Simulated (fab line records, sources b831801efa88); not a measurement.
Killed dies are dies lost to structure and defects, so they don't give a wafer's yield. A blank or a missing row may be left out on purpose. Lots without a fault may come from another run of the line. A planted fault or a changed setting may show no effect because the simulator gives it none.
fab line records | flow sky130 | part 2 of 2: steps 31 to 31 of 31
record lots=6 wafers=18 last_day=50
route steps=708 shown LI_CONTACT@375 LOCAL_INTERCONNECT@387 PAD_OPEN@708
lots that met no fault: from a run of the same line without faults
start_h: hours from the record's first day to the start of the lot's first wafer shown | wait_h: hours since the lot's step before | " the same as in the row above | L1.1+2: a row that stands for several wafers | - no value, or no start given | * or withheld: withheld | < > ~ a bound
route shown NAME@n: a module of which the file shows steps, and the number in the route of the first | usual: mean/standard deviation of fault-free wafers | same: alike in all rows | chamber/n: place in a boat | sites: the reading at each site | _std_site: their standard deviation | _edge_site: outer sites' mean less inner sites' | radius_mm: how far each site lies from the wafer's centre | mask NAME#n: copy n | behind: the tool/chamber that last shaped the wafer | hold: why the lot was held/for how many hours/how that ended | device: the transistor (n, p or np) that didn't switch | end of line: the same wafers' tests at the end of the route | a step without rows: its recipe alone | killed: dies lost to structure and defects at the first sort, not the wafer's yield | map: a wafer's dies, x killed, . not, _ none there
set.NAME: the setting as run; set.NAME@STEP: as run at that earlier step | model.NAME: the simulator's own value behind a step, which no gauge read
lots at some steps of the route; a table a step, a row a wafer
services: from which hour (start_h, from the record's first day; less than 0 if before it) a tool's chamber was out of use, for how many hours, and why
## steps
# step SKY_PAD_OPEN_PROBE_99
# usual killed_at_M0_to_M3=44/7.2 killed_at_M4_up=3.4/2.1 killed_at_contacts=24/5.5 killed_at_front_end=15/4.6 killed_at_other=0.4/0.64 killed_dies=86/9.1 killed_open=47/7.5 killed_short=39/5.8
# same gross_dies=492 killed_at_back_side=0
# columns lot.wafer tool chamber start_h wait_h killed_at_M0_to_M3 killed_at_M4_up killed_at_contacts killed_at_front_end killed_at_other killed_dies killed_open killed_short model.etest.res_li.line_ohm_um model.etest.res_li.rs_ohm_sq
L196.2 prober-01 - 1101.06 0.1 41 3 38 10 0 92 57 35 72.56 12.21
L196.4 prober-01 - 1101.16 0.2 40 1 26 8 0 75 52 23 72.55 12.25
L196.5 prober-01 - 1101.21 0.2 35 5 32 12 0 84 49 35 73.3 12.22
L199.3 prober-01 - 1114.82 0.2 30 4 26 18 1 79 46 33 71.3 12.22
L199.4 prober-01 - 1114.87 0.2 47 6 18 18 0 89 46 43 71.4 12.17
L199.6 prober-01 - 1114.97 0.2 56 1 11 12 0 80 48 32 70.44 12.05
L208.1 prober-01 - 1155.61 0.1 40 2 17 20 0 79 37 42 75.92 12.84
L208.4 prober-01 - 1155.76 0.2 45 11 19 22 0 97 54 43 75.03 12.71
L208.5 prober-01 - 1155.81 0.2 53 7 31 17 0 108 67 41 74.47 12.77
L209.1 prober-01 - 1163.11 0.1 58 4 20 10 0 92 57 35 77.33 12.97
L209.3 prober-01 - 1163.21 0.2 45 1 20 22 0 88 47 41 76.12 12.73
L209.6 prober-01 - 1163.36 0.2 47 2 15 10 2 76 48 28 76.79 12.76
L211.3 prober-01 - 1170.96 0.2 44 3 34 9 1 91 51 40 76.5 13.01
L211.5 prober-01 - 1171.06 0.2 33 4 22 10 0 69 34 35 74.75 12.98
L211.6 prober-01 - 1171.11 0.2 48 9 23 14 0 94 44 50 76.37 12.86
L216.3 prober-01 - 1205.57 0.2 61 2 16 17 0 96 51 44 77.16 12.87
L216.5 prober-01 - 1205.67 0.2 48 4 18 21 0 91 62 29 76.77 13.02
L216.6 prober-01 - 1205.72 0.2 45 4 39 14 0 102 56 46 77.31 13.08
# killed by level:class
L196.2 LI_CONTACT:geometric_particle:open=18 CONTACT:geometric_particle:open=9 VIA2:geometric_particle:open=9 METAL2:geometric_particle:short=8 VIA1:geometric_particle:open=7 LOCAL_INTERCONNECT:geometric_particle:short=5 VIA1:geometric_particle:short=5 CONTACT:geometric_particle:short=4
L196.4 VIA1:geometric_particle:open=11 LI_CONTACT:geometric_particle:open=8 VIA2:geometric_particle:open=8 CONTACT:geometric_particle:open=7 VIA3:geometric_particle:open=7 VIA1:geometric_particle:short=4 LOCAL_INTERCONNECT:geometric_particle:short=4 CONTACT:geometric_particle:short=3
L196.5 CONTACT:geometric_particle:open=12 VIA1:geometric_particle:open=11 LI_CONTACT:geometric_particle:open=10 VIA3:geometric_particle:open=6 METAL4:geometric_particle:short=5 LI_CONTACT:geometric_particle:short=4 METAL2:geometric_particle:short=4 METAL1:geometric_particle:short=4
L199.3 CONTACT:geometric_particle:open=12 VIA2:geometric_particle:open=8 LOCAL_INTERCONNECT:geometric_particle:short=6 FIELD_ISO:geometric_particle:open=5 POLY_GATE:geometric_particle:open=5 VIA1:geometric_particle:open=5 LI_CONTACT:geometric_particle:open=4 VIA1:geometric_particle:short=4
L199.4 VIA1:geometric_particle:open=13 VIA2:geometric_particle:open=8 CONTACT:geometric_particle:open=7 METAL2:geometric_particle:short=7 CONTACT:geometric_particle:short=6 FIELD_ISO:geometric_particle:short=5 METAL1:geometric_particle:short=5 VIA3:geometric_particle:open=5
L199.6 VIA1:geometric_particle:open=11 VIA2:geometric_particle:open=10 VIA3:geometric_particle:open=8 VIA2:geometric_particle:short=7 METAL1:geometric_particle:short=7 VIA1:geometric_particle:short=5 FIELD_ISO:geometric_particle:open=4 METAL2:geometric_particle:short=4
L208.1 VIA3:geometric_particle:open=9 POLY_GATE:geometric_particle:open=7 CONTACT:geometric_particle:short=6 VIA1:geometric_particle:open=6 CONTACT:geometric_particle:open=5 METAL1:geometric_particle:short=5 METAL2:geometric_particle:short=5 POLY_GATE:geometric_particle:short=4
L208.4 VIA1:geometric_particle:open=13 VIA2:geometric_particle:open=8 FIELD_ISO:geometric_particle:short=7 METAL4:geometric_particle:short=7 METAL3:geometric_particle:short=6 FIELD_ISO:geometric_particle:open=6 METAL1:geometric_particle:short=5 POLY_GATE:geometric_particle:open=4
L208.5 LI_CONTACT:geometric_particle:open=13 VIA1:geometric_particle:open=13 CONTACT:geometric_particle:open=7 VIA3:geometric_particle:open=7 CONTACT:geometric_particle:short=6 METAL1:geometric_particle:short=6 FIELD_ISO:geometric_particle:open=5 VIA2:geometric_particle:open=5
L209.1 VIA1:geometric_particle:open=15 VIA2:geometric_particle:open=12 METAL2:geometric_particle:short=10 LI_CONTACT:geometric_particle:open=9 VIA3:geometric_particle:open=6 VIA1:geometric_particle:short=5 CONTACT:geometric_particle:open=4 METAL3:geometric_particle:short=4
L209.3 VIA1:geometric_particle:open=11 VIA2:geometric_particle:open=9 VIA1:geometric_particle:short=7 CONTACT:geometric_particle:open=7 FIELD_ISO:geometric_particle:short=6 FIELD_ISO:geometric_particle:open=5 POLY_GATE:geometric_particle:short=5 LI_CONTACT:geometric_particle:open=5
L209.6 VIA1:geometric_particle:open=13 VIA2:geometric_particle:open=13 VIA3:geometric_particle:open=6 CONTACT:geometric_particle:short=5 CONTACT:geometric_particle:open=5 FIELD_ISO:geometric_particle:open=3 METAL2:geometric_particle:short=3 VIA3:geometric_particle:short=3
L211.3 LI_CONTACT:geometric_particle:open=12 CONTACT:geometric_particle:open=8 VIA2:geometric_particle:open=8 VIA1:geometric_particle:open=7 VIA3:geometric_particle:open=6 METAL2:geometric_particle:short=6 LI_CONTACT:geometric_particle:short=5 VIA1:geometric_particle:short=5
L211.5 CONTACT:geometric_particle:open=12 METAL1:geometric_particle:short=7 METAL2:geometric_particle:short=5 POLY_GATE:geometric_particle:short=4 LI_CONTACT:geometric_particle:open=4 VIA1:geometric_particle:open=4 METAL2:geometric_particle:open=3 VIA1:geometric_particle:short=3
L211.6 CONTACT:geometric_particle:open=8 VIA1:geometric_particle:open=8 METAL2:geometric_particle:short=8 VIA3:geometric_particle:open=8 POLY_GATE:geometric_particle:short=6 METAL1:geometric_particle:short=6 METAL4:geometric_particle:short=6 LI_CONTACT:geometric_particle:short=5
L216.3 VIA1:geometric_particle:open=16 METAL1:geometric_particle:short=10 CONTACT:geometric_particle:open=7 VIA3:geometric_particle:open=7 VIA2:geometric_particle:open=6 VIA1:geometric_particle:short=5 FIELD_ISO:geometric_particle:open=4 POLY_GATE:geometric_particle:open=4
L216.5 VIA2:geometric_particle:open=12 VIA1:geometric_particle:open=9 FIELD_ISO:geometric_particle:open=8 LI_CONTACT:geometric_particle:open=7 CONTACT:geometric_particle:open=6 VIA3:geometric_particle:open=5 METAL1:geometric_particle:short=5 POLY_GATE:geometric_particle:open=4
L216.6 CONTACT:geometric_particle:open=13 VIA3:geometric_particle:open=9 CONTACT:geometric_particle:short=8 VIA1:geometric_particle:open=8 METAL1:geometric_particle:short=8 VIA2:geometric_particle:open=7 FIELD_ISO:geometric_particle:open=6 LOCAL_INTERCONNECT:geometric_particle:short=6
## services
# columns tool chamber start_h hours kind
pvd_sputter-01 - 691.41 2.7 repair
rie_metal-01 0 695.32 1.3 repair
cvd_w-02 - 709.85 1.9 repair
rie_diel-03 - 710.29 2.8 pm
rie_diel-02 2 717.04 16.7 repair
rie_diel-03 1 717.09 2.8 repair
pvd_sputter-01 - 717.51 0.7 repair
rie_diel-02 - 727.37 2.8 pm
rie_metal-01 0 738.64 - clean
rie_metal-01 0 738.64 18.7 scheduled_down
rie_metal-01 0 738.64 18.7 vent_cycle
cmp-02 - 744.00 4.0 pm
pvd_sputter-01 - 748.53 2.3 repair
rie_metal-04 - 779.36 0.2 repair
cmp-02 - 788.03 1.2 repair
pvd_sputter-02 - 833.84 10.5 repair
cvd_w-02 0 851.03 3.8 repair
cmp-01 - 867.64 3.6 pm
pvd_sputter-02 - 870.29 1.8 repair
cmp-01 - 871.36 1.3 repair
rie_diel-03 2 874.23 25.6 repair
cvd_w-02 - 875.48 0.8 repair
pvd_sputter-04 - 877.57 5.1 repair
cvd_w-01 0 884.79 3.7 repair
## key
first_sign step=SKY_LOCAL_INTERCONNECT_RS_MEAS_01 reading=LOCAL_INTERCONNECT_TIN_RS direction=down sigmas=4.3 usual=14.23 struck=13.50
effect step=SKY_LOCAL_INTERCONNECT_THK_MEAS_02 reading=LOCAL_INTERCONNECT_TIN_THK direction=up sigmas=4.6 usual=100.3 struck=105.5
effect step=SKY_LOCAL_INTERCONNECT_METAL_ETCH_14 reading=oes_product_au direction=up sigmas=4.1 usual=0.938 struck=0.968
model_effect step=SKY_LOCAL_INTERCONNECT_SPUTTER_00 value=TiN_of_LOCAL_INTERCONNECT_SPUTTER_00.thk_nm without=99.67 struck=104.7
model_effect step=SKY_LOCAL_INTERCONNECT_METAL_ETCH_14 value=LOCAL_INTERCONNECT.feature_depth_nm without=100.4 struck=105.4
model_effect step=SKY_LOCAL_INTERCONNECT_STRIP_16 value=TiN_of_LOCAL_INTERCONNECT_SPUTTER_00.thk_nm without=99.25 struck=104.2
model_effect step=SKY_PAD_OPEN_PROBE_99 value=etest.res_li.line_ohm_um without=75.51 struck=71.93
met_at SKY_LOCAL_INTERCONNECT_SPUTTER_00
struck_wafers L196.2,L196.4,L196.5,L199.3,L199.4,L199.6
tester_left_out L196,L199
fault kind=process_parameter_drift tool=pvd_sputter-02 chamber=- onset_h=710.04 steps=SKY_LOCAL_INTERCONNECT_SPUTTER_00 channel=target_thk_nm offset=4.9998 shape=step end_h=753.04 acts_in=these_recipes_only stated=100
# tester_left_out: of these lots the tester's yield and bins aren't shown, on N5 and GAA mostly nor the transistor test; their killed dies are dies lost to structure and defects alone, not to doping, threshold or leakage, so they don't give the yield
